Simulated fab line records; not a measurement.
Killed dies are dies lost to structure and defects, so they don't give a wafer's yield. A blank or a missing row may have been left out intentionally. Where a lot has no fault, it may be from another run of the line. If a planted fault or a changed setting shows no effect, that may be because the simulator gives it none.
One fault through the eyes of 2 desks | flow sky130 | each desk has only its own numbers; what lay behind them comes last

== THE TOOL OWNER'S DESK: implanter-04 ==
The tool's own readings at SKY_LDD_LDN_IMPLANT_08, given as means over the sampled wafers that have a number, one for each lot that went through this tool. If a lot's mean is further than 4 standard deviations from the usual mean, the lot is out of limits and carries the mark OUT (the distance appears in the brackets).
Columns: A = beamEnergyKeV at SKY_LDD_LDN_IMPLANT_08, usual 15.000; B = beamOnS at SKY_LDD_LDN_IMPLANT_08, usual 10.02 s; C = doseIonsCm2 at SKY_LDD_LDN_IMPLANT_08, usual 1.2499e+13; D = endStationPressureTorr at SKY_LDD_LDN_IMPLANT_08, usual 5.04e-06 Torr
lot  | first seen here | A      | B     | C          | D
L528 | day 23 19:34    | 14.997 | 10.16 | 1.2499e+13 | 4.89e-06
L544 | day 29 21:47    | 15.000 | 9.98  | 1.2507e+13 | 5.01e-06
This desk's verdict: no lot among the 2 shows anything out of limits.

== THE METROLOGY DESK ==
What the gauges read, lot by lot, whatever tool the lot ran on: means of the sampled wafers that have a number. If a lot's mean is further than 4 standard deviations from the usual mean, the lot is out of limits and carries the mark OUT (the distance appears in the brackets).
Columns: A = SONOS_TUNNEL_OVL at SKY_SONOS_TUNNEL_OVL_MEAS_08, usual -0.4 nm; B = SONOS_ONO_OXIDATION_THK at SKY_SONOS_ONO_THK_MEAS_01, usual 2.60 nm; C = LDD_LDN_TW at SKY_LDD_LDN_TW_MEAS_13, usual 1481; D = METAL1_ALCU_RS at SKY_METAL1_RS_MEAS_05, usual 0.1271 ohm/sq
lot  | first seen here | A    | B    | C               | D
L525 | day 11 15:51    | -0.9 | 2.62 | 1486            | 0.1267
L526 | day 11 19:04    | -1.0 | 2.64 | 1481            | 0.1262
L528 | day 12 07:48    | 1.7  | 2.61 | 1483            | 0.1263
L532 | day 13 15:27    | 0.6  | 2.55 | 1489            | 0.1256
L533 | day 14 00:07    | -0.4 | 2.63 | 1487            | 0.1277
L535 | day 14 18:04    | -0.7 | 2.58 | 1484            | 0.1299
L536 | day 15 01:43    | 0.4  | 2.62 | 1342 (-9.2) OUT | -
L537 | day 15 05:34    | -1.7 | 2.63 | 1369 (-7.5) OUT | -
L538 | day 15 17:09    | -0.7 | 2.60 | 1490            | 0.1286
L544 | day 18 00:37    | -1.6 | 2.67 | 1481            | 0.1276
L545 | day 18 06:43    | -1.2 | 2.59 | 1457            | 0.1257
L546 | day 18 08:15    | -0.9 | 2.68 | 1494            | 0.1283
L547 | day 18 16:57    | 1.3  | 2.58 | 1458            | 0.1260
L548 | day 20 07:23    | -0.1 | 2.63 | 1485            | 0.1275
This desk reports L536, L537 out of limits; the earliest was L536 at day 26 22:30 (LDD_LDN_TW at SKY_LDD_LDN_TW_MEAS_13). In limits: L525, L526, L528, L532, L533, L535, L538, L544, L545, L546, L547, L548.

== TAKEN TOGETHER ==
L536, L537 would have let the metrology desk raise an alarm at day 26 22:30.
The desk of the tool owner found nothing out of limits.
The tool owner's desk has no number on record for L536, L537.
The lots listed all ran SKY_LDD_LDN_IMPLANT_08 on implanter-04.

== WHAT THE SIMULATOR PUT IN ==
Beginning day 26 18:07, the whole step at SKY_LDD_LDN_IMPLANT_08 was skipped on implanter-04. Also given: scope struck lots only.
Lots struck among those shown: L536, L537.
Delay in hours, fault start to first out-of-limits reading, per desk: metrology desk 4.
